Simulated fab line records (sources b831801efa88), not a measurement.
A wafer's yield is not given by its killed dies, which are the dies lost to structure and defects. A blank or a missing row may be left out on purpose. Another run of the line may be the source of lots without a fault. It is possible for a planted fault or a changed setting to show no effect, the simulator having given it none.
Which tool did it?    flow gf180mcu    24 lots with 72 wafers sampled at 4 steps, on a route of 602 steps

WHAT THE GAUGES SHOWED, per wafer
GF_V4_CD_MEAS_14: target cd 260 nm. Usual: cd_nm 260.3 nm, standard deviation 1.2.
lot   measured      on         cd_nm (nm)         flag
L074  day 24 01:29  cd_sem-01  259.1 258.9 260.0  
L075  day 24 14:50  cd_sem-01  263.1 262.5 262.4  
L076  day 25 05:44  cd_sem-01  260.0 260.5 260.8  
L077  day 25 06:50  cd_sem-01  260.7 261.7 260.7  
L078  day 25 21:42  cd_sem-01  261.4 261.2 262.3  
L079  day 26 04:05  cd_sem-01  260.8 260.7 260.7  
L080  day 26 14:48  cd_sem-01  257.8 258.9 258.3  
L081  day 26 19:07  cd_sem-01  260.9 260.2 260.6  
L082  day 27 00:47  cd_sem-01  259.6 258.8 259.3  
L083  day 27 11:35  cd_sem-01  259.2 260.7 260.0  
L084  day 28 12:54  cd_sem-01  261.0 259.5 259.7  
L085  day 28 15:47  cd_sem-01  261.0 261.3 260.4  
L086  day 28 18:55  cd_sem-01  259.3 259.7 260.2  
L087  day 28 22:58  cd_sem-01  257.0 258.4 257.8  
L088  day 29 03:21  cd_sem-01  259.3 260.6 260.1  
L089  day 29 17:43  cd_sem-01  260.8 261.2 260.1  
L090  day 29 22:01  cd_sem-01  261.6 262.9 261.4  
L091  day 30 01:42  cd_sem-01  261.2 262.0 262.5  
L092  day 30 02:48  cd_sem-02  261.2 261.0 260.1  
L093  day 30 12:11  cd_sem-02  258.4 260.1 258.1  
L094  day 30 20:36  cd_sem-01  261.2 261.4 260.4  
L095  day 31 01:40  cd_sem-01  260.4 260.2 259.2  
L096  day 31 09:52  cd_sem-02  263.1 261.5 261.3  
L097  day 31 15:06  cd_sem-01  258.6 259.3 259.6  

GF_V5_CD_MEAS_14: target cd 260 nm. Usual: cd_nm 259.9 nm, standard deviation 1.2.
lot   measured      on         cd_nm (nm)         flag
L074  day 26 21:24  cd_sem-01  259.4 259.3 258.5  
L075  day 27 11:44  cd_sem-01  257.9 259.8 258.0  
L076  day 28 14:07  cd_sem-01  258.4 258.4 258.7  
L077  day 28 14:49  cd_sem-01  260.7 261.0 260.9  
L078  day 28 21:47  cd_sem-01  257.2 258.1 259.2  
L079  day 29 03:11  cd_sem-01  261.4 261.3 262.4  
L080  day 29 06:44  cd_sem-01  259.2 258.5 260.0  
L081  day 29 11:45  cd_sem-01  259.0 258.2 258.8  
L082  day 29 12:06  cd_sem-01  261.4 261.2 262.0  
L083  day 29 12:46  cd_sem-01  260.6 260.6 260.9  
L084  day 30 08:20  cd_sem-01  258.7 258.6 257.8  
L085  day 30 19:18  cd_sem-02  262.3 262.0 259.8  
L086  day 31 02:01  cd_sem-02  261.4 260.0 261.3  
L087  day 31 09:10  cd_sem-01  259.5 260.2 260.1  
L088  day 31 13:24  cd_sem-02  259.9 259.7 260.2  
L089  day 32 03:15  cd_sem-02  260.0 260.6 259.2  
L090  day 32 05:23  cd_sem-02  260.2 261.2 261.0  
L091  day 32 10:24  cd_sem-02  259.6 258.9 259.5  
L092  day 32 09:50  cd_sem-01  260.8 260.1 259.6  
L093  day 32 19:20  cd_sem-02  259.9 260.9 261.7  
L094  day 33 03:04  cd_sem-01  259.6 260.4 260.9  
L095  day 33 06:35  cd_sem-01  259.1 259.6 260.4  
L096  day 33 13:35  cd_sem-02  258.5 259.2 259.5  
L097  day 33 19:29  cd_sem-01  260.1 260.3 260.0  

WHICH TOOL RAN EACH LOT (tool, then ch and the chambers of the sampled wafers, then the start)
lot   GF_M1_SPUTTER_02              GF_V4_CMP_04
L074  pvd_sputter-02, day 15 22:20  cmp-01 ch 1,2,3, day 23 02:29
L075  pvd_sputter-04, day 16 10:41  cmp-01 ch 0,1, day 23 16:07
L076  pvd_sputter-04, day 16 23:26  cmp-02 ch 1,2,3, day 24 07:14
L077  pvd_sputter-03, day 17 00:44  cmp-01 ch 0,2,3, day 24 09:13
L078  pvd_sputter-02, day 17 15:35  cmp-01 ch 0,3, day 25 00:07
L079  pvd_sputter-03, day 18 00:04  cmp-01 ch 0,1,2, day 25 07:02
L080  pvd_sputter-03, day 18 12:31  cmp-01 ch 0,1, day 25 17:19
L081  pvd_sputter-04, day 18 17:37  cmp-02 ch 1,3, day 25 22:23
L082  pvd_sputter-04, day 19 00:01  cmp-01 ch 1,2,3, day 26 03:23
L083  pvd_sputter-04, day 19 12:29  cmp-01 ch 0,1,2, day 26 13:09
L084  pvd_sputter-02, day 19 21:23  cmp-02 ch 2,3, day 26 23:12
L085  pvd_sputter-03, day 20 04:28  cmp-02 ch 0,1,3, day 27 11:50
L086  pvd_sputter-03, day 20 18:10  cmp-02 ch 1,2,3, day 27 14:07
L087  pvd_sputter-02, day 20 22:50  cmp-02 ch 1,2,3, day 28 13:30
L088  pvd_sputter-03, day 21 06:07  cmp-01 ch 1,2,3, day 28 16:32
L089  pvd_sputter-04, day 21 22:48  cmp-01 ch 0,1,2, day 29 00:25
L090  pvd_sputter-02, day 22 05:57  cmp-01 ch 1,2, day 29 03:30
L091  pvd_sputter-03, day 22 12:04  cmp-02 ch 0,1,3, day 29 06:48
L092  pvd_sputter-04, day 22 14:35  cmp-01 ch 0,1,3, day 29 07:25
L093  pvd_sputter-04, day 23 00:05  cmp-02 ch 0,1,3, day 29 17:25
L094  pvd_sputter-03, day 23 10:16  cmp-02 ch 0,3, day 30 02:02
L095  pvd_sputter-04, day 23 16:40  cmp-02 ch 2,3, day 30 06:55
L096  pvd_sputter-03, day 24 00:11  cmp-02 ch 0,1,2, day 30 15:25
L097  pvd_sputter-03, day 24 08:14  cmp-02 ch 0,1, day 30 20:56
- GF_M1_SPUTTER_02: material AlCu, target thk 450 nm, time 23.9 s.
- GF_V4_CMP_04: polishes SiO2.

AS READ BY THE TOOLS THEMSELVES (means over the sampled wafers that have a number; for cases with no such wafer, the mark the record gives instead)
GF_M1_SPUTTER_02. Usual: throttle_valve_pct 30.5 %, standard deviation 0.73.
lot   tool            throttle_valve_pct (%)  flag
L074  pvd_sputter-02  31.4                    
L075  pvd_sputter-04  30.4                    
L076  pvd_sputter-04  29.7                    
L077  pvd_sputter-03  31.0                    
L078  pvd_sputter-02  30.4                    
L079  pvd_sputter-03  30.8                    
L080  pvd_sputter-03  30.9                    
L081  pvd_sputter-04  30.9                    
L082  pvd_sputter-04  30.5                    
L083  pvd_sputter-04  29.6                    
L084  pvd_sputter-02  30.1                    
L085  pvd_sputter-03  30.6                    
L086  pvd_sputter-03  30.9                    
L087  pvd_sputter-02  29.9                    
L088  pvd_sputter-03  30.9                    
L089  pvd_sputter-04  30.6                    
L090  pvd_sputter-02  30.4                    
L091  pvd_sputter-03  30.8                    
L092  pvd_sputter-04  30.7                    
L093  pvd_sputter-04  29.9                    
L094  pvd_sputter-03  30.6                    
L095  pvd_sputter-04  30.3                    
L096  pvd_sputter-03  30.9                    
L097  pvd_sputter-03  30.6                    

GF_V4_CMP_04. Usual: motor_current_A 12.3 A, standard deviation 1.3; retaining_ring_pressure_frac 1.001, standard deviation 0.0047; time_to_endpoint_s 78 s, standard deviation 7.
lot   tool    motor_current_A (A)  retaining_ring_pressure_frac  time_to_endpoint_s (s)  flag
L074  cmp-01  11.7                 1.000                         81                      
L075  cmp-01  11.2                 1.000                         78                      
L076  cmp-02  12.5                 0.997                         80                      
L077  cmp-01  13.4                 1.000                         76                      
L078  cmp-01  12.2                 1.000                         82                      
L079  cmp-01  12.3                 1.005                         89                      
L080  cmp-01  12.8                 1.001                         81                      
L081  cmp-02  13.2                 1.001                         76                      
L082  cmp-01  11.9                 0.998                         76                      
L083  cmp-01  12.4                 1.001                         73                      
L084  cmp-02  12.5                 1.006                         67                      
L085  cmp-02  12.6                 1.004                         79                      
L086  cmp-02  12.7                 1.004                         78                      
L087  cmp-02  12.4                 1.002                         74                      
L088  cmp-01  11.7                 1.006                         79                      
L089  cmp-01  12.6                 1.004                         82                      
L090  cmp-01  11.2                 1.000                         91                      
L091  cmp-02  12.7                 0.998                         71                      
L092  cmp-01  12.2                 1.003                         81                      
L093  cmp-02  12.4                 0.999                         82                      
L094  cmp-02  13.3                 1.003                         74                      
L095  cmp-02  13.1                 1.000                         67                      
L096  cmp-02  11.9                 0.996                         73                      
L097  cmp-02  11.9                 0.998                         85                      

THE ANSWER, worked out from the rows above alone
Rule: a lot counts as off when the mean over its wafers that have a number is more than 3 standard deviations away from the usual mean. A lot without any number at a reading at which 4 lots or more have one is off too. Where the step has rows for the other lots, those lots are counted as sound. Order of review: gauges by route order, followed by the tools' own readings, for which a lot's mean as printed above is used. The first step at which some lot is off is used, and at that step the reading that is off furthest; a lot without a number counts as furthest.
Across all readings shown, no lot is off: no conclusion can be drawn from this.

WHAT THE SIMULATOR HAD INSERTED
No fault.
